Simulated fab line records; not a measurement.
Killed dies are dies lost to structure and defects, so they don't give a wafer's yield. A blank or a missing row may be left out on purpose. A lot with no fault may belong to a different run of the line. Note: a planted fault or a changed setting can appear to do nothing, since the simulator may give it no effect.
A sampling plan put to the test -- flow sky130 -- 19 faults told of in these records, all on one fab line, each judged by the records of the lots it struck
The plan consists of the line's own looks: route steps at which the wafer is read by a gauge or an inspection but not changed. A look is open to judgement when struck wafers have a number at it and the file gives its usual mean and standard deviation on fault-free wafers. Caught: at a look after the fault's first step, the mean of the struck wafers lies 4 or more of those standard deviations (sigma) from the usual mean. On the tool: here the same test is run on the tool's own readings at the fault's steps. It also counts as caught if the struck wafers ran another recipe or if their record alone is blank.

== THE FAULTS, as the simulator had put them in ==
1. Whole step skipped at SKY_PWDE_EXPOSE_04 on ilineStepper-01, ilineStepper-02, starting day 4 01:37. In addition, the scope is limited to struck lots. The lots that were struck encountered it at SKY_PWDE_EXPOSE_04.
2. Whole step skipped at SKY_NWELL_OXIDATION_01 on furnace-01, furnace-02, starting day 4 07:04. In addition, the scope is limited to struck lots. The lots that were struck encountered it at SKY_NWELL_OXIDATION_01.
3. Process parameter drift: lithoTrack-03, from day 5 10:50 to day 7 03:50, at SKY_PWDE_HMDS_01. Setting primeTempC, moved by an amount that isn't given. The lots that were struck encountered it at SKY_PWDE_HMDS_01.
4. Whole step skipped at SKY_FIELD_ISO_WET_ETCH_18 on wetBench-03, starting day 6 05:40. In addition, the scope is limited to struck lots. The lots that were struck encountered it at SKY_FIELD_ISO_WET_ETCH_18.
5. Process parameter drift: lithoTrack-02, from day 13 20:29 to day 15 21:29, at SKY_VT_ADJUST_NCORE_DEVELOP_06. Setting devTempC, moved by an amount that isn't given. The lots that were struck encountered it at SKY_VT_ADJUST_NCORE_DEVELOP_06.
6. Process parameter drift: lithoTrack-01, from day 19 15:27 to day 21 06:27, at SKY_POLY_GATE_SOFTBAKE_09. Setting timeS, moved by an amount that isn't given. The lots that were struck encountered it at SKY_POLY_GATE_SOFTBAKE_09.
7. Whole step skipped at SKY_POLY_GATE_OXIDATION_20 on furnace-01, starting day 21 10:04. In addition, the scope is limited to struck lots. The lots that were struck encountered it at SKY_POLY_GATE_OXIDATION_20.
8. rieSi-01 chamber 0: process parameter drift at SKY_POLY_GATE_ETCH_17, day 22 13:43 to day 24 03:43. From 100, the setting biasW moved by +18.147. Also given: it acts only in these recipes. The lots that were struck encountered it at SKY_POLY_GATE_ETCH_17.
9. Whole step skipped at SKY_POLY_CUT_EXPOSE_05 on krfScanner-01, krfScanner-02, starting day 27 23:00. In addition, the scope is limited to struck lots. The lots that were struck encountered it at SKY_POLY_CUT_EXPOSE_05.
10. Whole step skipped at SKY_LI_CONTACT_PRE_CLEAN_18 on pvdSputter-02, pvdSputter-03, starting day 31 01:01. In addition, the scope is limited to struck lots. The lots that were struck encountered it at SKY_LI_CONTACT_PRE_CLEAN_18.
11. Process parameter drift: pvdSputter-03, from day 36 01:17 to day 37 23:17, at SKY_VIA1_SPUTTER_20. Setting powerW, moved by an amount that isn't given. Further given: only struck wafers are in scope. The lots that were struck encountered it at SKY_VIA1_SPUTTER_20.
12. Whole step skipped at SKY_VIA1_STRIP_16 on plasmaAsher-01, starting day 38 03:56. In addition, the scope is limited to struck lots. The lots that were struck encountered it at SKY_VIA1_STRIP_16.
13. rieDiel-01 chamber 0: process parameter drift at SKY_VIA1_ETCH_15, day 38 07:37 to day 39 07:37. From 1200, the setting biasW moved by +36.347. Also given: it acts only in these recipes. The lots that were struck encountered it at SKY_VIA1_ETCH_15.
14. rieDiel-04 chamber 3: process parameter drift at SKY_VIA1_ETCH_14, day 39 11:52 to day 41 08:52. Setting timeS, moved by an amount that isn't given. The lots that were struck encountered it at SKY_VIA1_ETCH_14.
15. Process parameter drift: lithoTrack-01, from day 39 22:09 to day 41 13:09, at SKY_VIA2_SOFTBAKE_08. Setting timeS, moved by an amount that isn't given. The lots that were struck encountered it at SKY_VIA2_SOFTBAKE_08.
16. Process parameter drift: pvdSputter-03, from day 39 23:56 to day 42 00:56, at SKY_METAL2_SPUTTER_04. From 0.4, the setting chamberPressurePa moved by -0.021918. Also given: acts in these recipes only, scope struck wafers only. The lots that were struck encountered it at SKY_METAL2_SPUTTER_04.
17. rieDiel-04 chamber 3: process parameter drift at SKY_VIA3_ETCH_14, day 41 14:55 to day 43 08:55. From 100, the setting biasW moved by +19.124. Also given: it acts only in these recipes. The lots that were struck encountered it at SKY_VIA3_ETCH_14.
18. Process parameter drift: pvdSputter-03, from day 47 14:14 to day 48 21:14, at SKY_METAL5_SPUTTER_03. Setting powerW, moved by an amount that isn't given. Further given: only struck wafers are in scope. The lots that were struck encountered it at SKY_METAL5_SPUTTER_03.
19. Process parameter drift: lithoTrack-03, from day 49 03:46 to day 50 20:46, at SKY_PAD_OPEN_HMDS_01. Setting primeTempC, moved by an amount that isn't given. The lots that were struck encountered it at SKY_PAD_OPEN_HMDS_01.

== WHAT THE PLAN SAW ==
fault,on the tool itself,first look that catches it,"reading, sigma",median hours from its first step to that look,hours from the fault's start to the first struck lot there,judged looks passed uncaught
1,no reading that can be judged,no look after it can be judged,-,-,-,0
2,the tool's record is blank for the struck wafers,not the one look that can be judged after it,-,-,-,1
3,primeTempC -8.6 sigma,none of the 2 looks that can be judged after it,-,-,-,2
4,the tool's record is blank for the struck wafers,no look after it can be judged,-,-,-,0
5,developerTempC +7.2 sigma,none of the 3 looks that can be judged after it,-,-,-,3
6,runLengthS -98 sigma,none of the 2 looks that can be judged after it,-,-,-,2
7,the tool's record is blank for the struck wafers,no look after it can be judged,-,-,-,0
8,biasW +70 sigma,not the one look that can be judged after it,-,-,-,1
9,no reading that can be judged,no look after it can be judged,-,-,-,0
10,the tool's record is blank for the struck wafers,no look after it can be judged,-,-,-,0
11,cathodeDcPowerW +99 or beyond sigma,none of the 2 looks that can be judged after it,-,-,-,2
12,the tool's record is blank for the struck wafers,no look after it can be judged,-,-,-,0
13,biasW +9.0 sigma,not the one look that can be judged after it,-,-,-,1
14,oesProductAu +14 sigma,none of the 2 looks that can be judged after it,-,-,-,2
15,runLengthS -50 sigma,no look after it can be judged,-,-,-,0
16,chamberPressurePa -30 sigma,no look after it can be judged,-,-,-,0
17,biasW +57 sigma,no look after it can be judged,-,-,-,0
18,cathodeDcPowerW -99 or beyond sigma,no look after it can be judged,-,-,-,0
19,primeTempC -58 sigma,no look after it can be judged,-,-,-,0
A dash: the fault isn't caught, or these records don't give the number.

Caught at a look: 0 of 19. Caught on the tool: 17 of 19. By one or the other: 17 of 19.
On the tool alone, faults 2, 3, 4, 5, 6, 7, 8, 10, 11, 12, 13, 14, 15, 16, 17, 18, 19 were caught.
Caught by neither: faults 1, 9.
